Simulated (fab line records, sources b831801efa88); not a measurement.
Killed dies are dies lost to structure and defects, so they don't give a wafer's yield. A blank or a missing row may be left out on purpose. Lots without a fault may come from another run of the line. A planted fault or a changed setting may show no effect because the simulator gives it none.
Which tool did it? | flow gf180mcu | 10 lots, 30 wafers sampled, at 6 steps of a route of 602

WHAT THE GAUGES READ, wafer by wafer
GF_M4_CD_MEAS_14: target cd 280 nm.
lot  | measured     | on        | cd_nm (nm)
L628 | day 24 01:09 | cd_sem-01 | 281.1 281.1 280.1
L631 | day 25 05:13 | cd_sem-02 | 279.3 278.7 279.3
L633 | day 25 18:08 | cd_sem-01 | 281.2 281.9 279.9
L634 | day 26 00:18 | cd_sem-02 | 280.3 279.4 280.9
L635 | day 26 10:34 | cd_sem-01 | 280.7 280.6 281.2
L636 | day 26 18:38 | cd_sem-02 | 279.8 281.3 281.8
L640 | day 28 02:27 | cd_sem-02 | 280.1 281.5 279.4
L643 | day 28 23:45 | cd_sem-01 | 281.8 281.3 282.3
L646 | day 29 15:59 | cd_sem-02 | 280.0 278.7 279.5
L651 | day 30 22:18 | cd_sem-02 | 282.8 282.0 281.7

GF_V4_BOW_MEAS_05.
lot  | measured     | on            | V4_BOW (um)
L628 | day 24 02:37 | film_metro-02 | 129 130 129
L631 | day 25 06:36 | film_metro-02 | 142 136 142
L633 | day 25 19:32 | film_metro-02 | 146 139 160
L634 | day 26 01:43 | film_metro-03 | 134 134 134
L635 | day 26 11:56 | film_metro-03 | 146 139 141
L636 | day 26 20:01 | film_metro-03 | 135 142 137
L640 | day 28 03:58 | film_metro-02 | 137 148 135
L643 | day 29 01:11 | film_metro-03 | 145 141 144
L646 | day 29 17:22 | film_metro-02 | 122 120 113
L651 | day 30 23:43 | film_metro-03 | 131 136 142

GF_MIM_RS_MEAS_10: measures by four-point-probe.
lot  | measured     | on            | MIM_ALCU_RS (ohm/sq)
L628 | day 25 02:46 | film_metro-04 | 0.1586 0.1586 0.1580
L631 | day 26 06:10 | film_metro-03 | 0.1574 0.1578 0.1588
L633 | day 26 18:25 | film_metro-03 | 0.1591 0.1598 0.1602
L634 | day 26 23:46 | film_metro-02 | 0.1644 0.1636 0.1647
L635 | day 27 10:46 | film_metro-02 | 0.1611 0.1595 0.1580
L636 | day 27 18:43 | film_metro-04 | 0.1606 0.1615 0.1605
L640 | day 29 01:04 | film_metro-02 | 0.1601 0.2400 0.2386
L643 | day 29 22:02 | film_metro-02 | 0.1603 0.1604 0.1612
L646 | day 30 13:20 | film_metro-02 | 0.1587 0.1603 0.1592
L651 | day 31 19:25 | film_metro-04 | 0.1615 0.1636 0.1619

GF_MIM_THK_MEAS_11: measures by xrf.
lot  | measured     | on            | MIM_ALCU_THK (nm)
L628 | day 25 02:52 | film_metro-04 | 203.7 203.1 203.0
L631 | day 26 06:17 | film_metro-03 | 203.0 203.9 202.2
L633 | day 26 18:32 | film_metro-03 | 200.5 201.4 199.8
L634 | day 26 23:51 | film_metro-02 | 195.6 197.0 195.5
L635 | day 27 10:52 | film_metro-02 | 199.8 201.0 203.4
L636 | day 27 18:50 | film_metro-04 | 200.3 199.8 200.3
L640 | day 29 01:10 | film_metro-02 | 199.3 135.6 137.4
L643 | day 29 22:08 | film_metro-02 | 199.8 200.4 199.7
L646 | day 30 13:28 | film_metro-02 | 202.0 199.7 201.2
L651 | day 31 19:31 | film_metro-04 | 199.3 196.8 198.3

WHICH TOOL RAN EACH LOT (tool, then ch and the chambers of the sampled wafers, then the start)
lot  | GF_M4_STRIP_17                       | GF_MIM_SPUTTER_08
L628 | plasma_asher-02 ch 0,1, day 24 01:25 | pvd_sputter-04, day 25 02:41
L631 | plasma_asher-01 ch 0,1, day 25 05:28 | pvd_sputter-02, day 26 06:06
L633 | plasma_asher-01 ch 0,1, day 25 18:25 | pvd_sputter-04, day 26 18:21
L634 | plasma_asher-04 ch 0,1, day 26 00:33 | pvd_sputter-04, day 26 23:38
L635 | plasma_asher-04 ch 0,1, day 26 10:49 | pvd_sputter-02, day 27 10:41
L636 | plasma_asher-04 ch 0,1, day 26 18:53 | pvd_sputter-02, day 27 18:38
L640 | plasma_asher-01 ch 0,1, day 28 02:51 | pvd_sputter-04, day 29 00:59
L643 | plasma_asher-01 ch 0,1, day 29 00:01 | pvd_sputter-02, day 29 21:57
L646 | plasma_asher-04 ch 0,1, day 29 16:16 | pvd_sputter-02, day 30 13:17
L651 | plasma_asher-01 ch 0, day 30 22:34   | pvd_sputter-03, day 31 19:20
- GF_M4_STRIP_17: strips in O2/N2.
- GF_MIM_SPUTTER_08: material AlCu, target thk 200 nm, time 10.6 s.

WHAT THE TOOLS THEMSELVES READ (means of the sampled wafers that have a number; where no wafer has one, the mark that the record gives instead)
GF_M4_STRIP_17.
lot  | tool            | drypump_motor_current_A (A) | heater_power_w (W) | oes_product_au (a.u.) | strip_time_to_endpoint_s (s)
L628 | plasma_asher-02 | 6.4                         | 379                | 0.537                 | 7.37
L631 | plasma_asher-01 | 5.2                         | 331                | 0.535                 | 7.40
L633 | plasma_asher-01 | 5.5                         | 381                | 0.538                 | 7.36
L634 | plasma_asher-04 | 5.8                         | 324                | 0.534                 | 7.33
L635 | plasma_asher-04 | 5.9                         | 293                | 0.535                 | 7.39
L636 | plasma_asher-04 | 5.9                         | 290                | 0.541                 | 7.40
L640 | plasma_asher-01 | 5.2                         | 332                | 0.540                 | 7.34
L643 | plasma_asher-01 | 5.5                         | 379                | 0.535                 | 7.34
L646 | plasma_asher-04 | 5.9                         | 299                | 0.540                 | 7.40
L651 | plasma_asher-01 | 4.9                         | 290                | 0.536                 | 7.42

GF_MIM_SPUTTER_08.
lot  | tool           | cathode_dc_power_W (W) | chamber_pressure_pa (Pa) | throttle_valve_pct (%)
L628 | pvd_sputter-04 | 10598                  | 0.4000                   | 31.0
L631 | pvd_sputter-02 | 10600                  | 0.3997                   | 29.7
L633 | pvd_sputter-04 | 10600                  | 0.4001                   | 31.1
L634 | pvd_sputter-04 | 10600                  | 0.3999                   | 30.5
L635 | pvd_sputter-02 | 10601                  | 0.3996                   | 29.8
L636 | pvd_sputter-02 | 10600                  | 0.4003                   | 29.0
L640 | pvd_sputter-04 | 10599                  | 0.3993                   | 30.4
L643 | pvd_sputter-02 | 10601                  | 0.4007                   | 29.7
L646 | pvd_sputter-02 | 10600                  | 0.4004                   | 30.4
L651 | pvd_sputter-03 | 10601                  | 0.4009                   | 31.3

THE ANSWER, worked out from the rows above alone
Rule: what is usual is taken from the lots themselves. Put in order of their means at a reading, lots are off if they are a third of the lots or fewer, leave a main group of 4 or more, and stand apart from it by a gap of 3 or more times the standard deviation of the main group's means; of several such gaps the widest counts. A main group whose means are all the same, to the digits that the tables above print for the reading, isn't used. A lot without any number at a reading at which 4 lots or more have one is off too. The other lots that the step has rows for count as sound. The gauges are gone through in route order, then the tools' own readings, and for those a lot's mean is taken as printed above. The first step at which some lot is off is used, and at that step the reading that is off furthest; a lot without a number counts as furthest.
Off: L640, at GF_MIM_RS_MEAS_10 (MIM_ALCU_RS). The main group: mean 0.1603 ohm/sq, standard deviation 0.0018.
A tool fits if, at a process step before that reading, it ran every lot that is off, and no sound lot after the first of them. The gauges at GF_MIM_RS_MEAS_10 are tried like those tools. One fits: pvd_sputter-04 at GF_MIM_SPUTTER_08. Its last sound lot is L634 (day 26 23:38), its first lot that is off L640 (day 29 00:59): a fault that began between those two fits.

WHAT THE SIMULATOR HAD PUT IN
Process parameter drift: pvd_sputter-04, from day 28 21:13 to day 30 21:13, at GF_MIM_SPUTTER_08. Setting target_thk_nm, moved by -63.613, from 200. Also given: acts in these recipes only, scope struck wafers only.
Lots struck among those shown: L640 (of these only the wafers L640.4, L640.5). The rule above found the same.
